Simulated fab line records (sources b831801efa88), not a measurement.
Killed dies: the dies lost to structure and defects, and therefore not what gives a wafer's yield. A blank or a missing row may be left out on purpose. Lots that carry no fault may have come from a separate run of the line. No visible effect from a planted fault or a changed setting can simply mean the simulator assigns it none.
Comparing a struck lot with a sound one	flow gf180mcu	48 steps out of a route of 602
Sound: the wafers L674.3, L674.4, L674.6. Struck: wafers L678.1, L678.2, L678.4. At the end, the cause is stated.
Per side, at each step with rows, come the tool, then ch with its chambers, and then its first start. Under that, the readings that differ: sound wafers	struck wafers	difference of the means	sigmas: that difference in standard deviations of wafers without a fault.
alike: readings whose means differ by less than 2 such deviations, and words and numbers that are the same on both sides. not compared: withheld readings, readings that some wafer has no value for, bounds like >300 that may hide the same value, and numbers for which the record gives no deviation and whose values overlap.
The two part at a step that has a row with sigmas, a row that says differs or no value, or rows on one side only. Numbers that don't overlap but have no deviation are shown without sigmas and don't part them. A reading missing from all wafers of one side parts the sides only when that side holds two or more wafers.

first, 8 steps without rows for these wafers: GF_DNWELL_DEHYDRATE_00 (time 60 s); GF_DNWELL_HMDS_01 (prime time 60 s); GF_DNWELL_COAT_02 (resist thk 3000 nm); GF_DNWELL_SOFTBAKE_03; GF_DNWELL_EXPOSE_04 (exposes mask DNWELL, target cd 1700 nm); GF_DNWELL_PEB_05; GF_DNWELL_DEVELOP_06 (develop time 60 s); GF_DNWELL_IMPLANT_07.
GF_DNWELL_STRIP_08: strips in O2/N2.
  sound on plasma_asher-02 ch 0,1, day 3 19:20; struck on plasma_asher-03 ch 0,1, day 4 14:49
  alike: drypump_motor_current_A, heater_power_w, oes_product_au, platen_temp_c, strip_time_to_endpoint_s
  not compared: rf_hours_counter_h
GF_DNWELL_TW_MEAS_09:
  sound on film_metro-01 at day 3 19:26; struck on film_metro-03 at day 4 14:55
reading	sound	struck	difference	sigmas
DNWELL_TW	1347 1351 1354	1328 1327 1331	-22	-2
then, 2 steps without rows for these wafers: GF_NWELL_DEHYDRATE_00 (time 60 s); GF_NWELL_HMDS_01 (prime time 60 s).
GF_NWELL_COAT_02: resist thk 3000 nm.
  struck on litho_track-04, day 4 21:22; sound on litho_track-02 ch 0, day 4 02:05
  no value came back on the struck wafers for chill_plate_temp_C (C), dispense_pressure_kPa (kPa), resist_line_temp_C (C); on the sound wafers chill_plate_temp_C (C) reads 23.12 23.02 23.03
then, 3 steps without rows for these wafers: GF_NWELL_SOFTBAKE_03; GF_NWELL_EXPOSE_04 (exposes mask Nwell, target cd 860 nm); GF_NWELL_PEB_05.
GF_NWELL_DEVELOP_06: develop time 58.48 s.
  sound on litho_track-01 ch 0; struck on litho_track-02 ch 0
reading	sound	struck	difference	sigmas
model.NWELL.cd_nm (nm)	843.5 844.7 846.2	856.1 856 855.6	+11.1	
  alike: resist_line_temp_C
GF_NWELL_OVL_MEAS_07:
  sound on overlay-02 at day 4 09:08; struck on overlay-02 at day 5 05:14
reading	sound	struck	difference	sigmas
NWELL_OVL (nm)	-1.8 -5.9 -5.4	- - -	no value on the struck wafers	
then, 2 steps without rows for these wafers: GF_NWELL_IMPLANT_08; GF_NWELL_IMPLANT_09.
GF_NWELL_STRIP_10: strips in O2/N2.
  sound on plasma_asher-02 ch 0,1, day 4 09:29; struck on plasma_asher-02 ch 0,1, day 5 05:35
  no value came back on the struck wafers for oes_product_au (a.u.), strip_time_to_endpoint_s (s); on the sound wafers oes_product_au (a.u.) reads 0.720 0.725 0.716
  alike: drypump_motor_current_A, heater_power_w, platen_temp_c
  not compared: rf_hours_counter_h
GF_NWELL_TW_MEAS_11:
  sound on film_metro-02 at day 4 09:35; struck on film_metro-03 at day 5 05:41
reading	sound	struck	difference	sigmas
NWELL_TW	1577 1573 1576	1546 1545 1538	-32	-2
then, 7 steps without rows for these wafers: GF_LVPWELL_DEHYDRATE_00 (time 60 s); GF_LVPWELL_HMDS_01 (prime time 60 s); GF_LVPWELL_COAT_02 (resist thk 3000 nm); GF_LVPWELL_SOFTBAKE_03; GF_LVPWELL_EXPOSE_04 (exposes mask LVPWELL, target cd 600 nm); GF_LVPWELL_PEB_05; GF_LVPWELL_DEVELOP_06 (develop time 60 s).
GF_LVPWELL_OVL_MEAS_07:
  sound on overlay-01 at day 4 23:31; struck on overlay-02 at day 5 19:56
  alike: LVPWELL_OVL
then, 2 steps without rows for these wafers: GF_LVPWELL_IMPLANT_08; GF_LVPWELL_IMPLANT_09.
GF_LVPWELL_STRIP_10: strips in O2/N2.
  sound on plasma_asher-03 ch 0,1, day 4 23:52; struck on plasma_asher-02 ch 0,1, day 5 20:17
  alike: drypump_motor_current_A, heater_power_w, oes_product_au, platen_temp_c, strip_time_to_endpoint_s
  not compared: rf_hours_counter_h
GF_LVPWELL_TW_MEAS_11:
  sound on film_metro-02 at day 4 23:57; struck on film_metro-03 at day 5 20:23
reading	sound	struck	difference	sigmas
LVPWELL_TW	565 566 562	1568 1571 1564	+1003	+99 or more
then, 7 steps without rows for these wafers: GF_MVSD_DEHYDRATE_00 (time 60 s); GF_MVSD_HMDS_01 (prime time 60 s); GF_MVSD_COAT_02 (resist thk 3000 nm); GF_MVSD_SOFTBAKE_03; GF_MVSD_EXPOSE_04 (exposes mask MVSD, target cd 1000 nm); GF_MVSD_PEB_05; GF_MVSD_DEVELOP_06 (develop time 60 s).
GF_MVSD_OVL_MEAS_07:
  sound on overlay-01 at day 5 14:04; struck on overlay-02 at day 6 11:04
  alike: MVSD_OVL
GF_MVSD_TW_MEAS_11:
  sound on film_metro-03 at day 5 14:32; struck on film_metro-02 at day 6 11:31
reading	sound	struck	difference	sigmas
MVSD_TW	1559 1554 1557	1992 1983 1985	+430	+24
GF_MVPSD_TW_MEAS_11:
  sound on film_metro-02 at day 6 05:52; struck on film_metro-03 at day 7 03:02
reading	sound	struck	difference	sigmas
MVPSD_TW	556 555 554	1578 1568 1575	+1019	+99 or more
GF_VT_IMPLANT_TW_MEAS_10:
  sound on film_metro-01 at day 6 21:52; struck on film_metro-02 at day 7 19:35
reading	sound	struck	difference	sigmas
VT_IMPLANT_TW	562 561 560	1595 1589 1590	+1030	+99 or more
GF_VT_IMPLANT_TW_MEAS_21:
  sound on film_metro-01 at day 7 14:31; struck on film_metro-01 at day 8 11:59
reading	sound	struck	difference	sigmas
VT_IMPLANT_2_TW	1213 1218 1219	1765 1774 1759	+549	+57
GF_VT_IMPLANT_TW_MEAS_32:
  sound on film_metro-01 at day 8 06:29; struck on film_metro-01 at day 9 04:55
reading	sound	struck	difference	sigmas
VT_IMPLANT_3_TW	265.7 266.8 267.0	1578.3 1573.2 1573.4	+1308.5	+99 or more
-- a jump in the record: the struck wafers' starts before and after are 22 days apart (it breaks off in module VT_IMPLANT and resumes in module PASSIVATION, where the first step shown is number 602 of the route) --
GF_PASSIVATION_PROBE_99:
  rows exist in the record for the struck wafers here (prober-01, day 31 12:38), but not for the sound ones

## WHERE THEY PART
Last at GF_PASSIVATION_PROBE_99 as far as this record goes, first at GF_DNWELL_TW_MEAS_09.

WHY: the cause the simulator had injected
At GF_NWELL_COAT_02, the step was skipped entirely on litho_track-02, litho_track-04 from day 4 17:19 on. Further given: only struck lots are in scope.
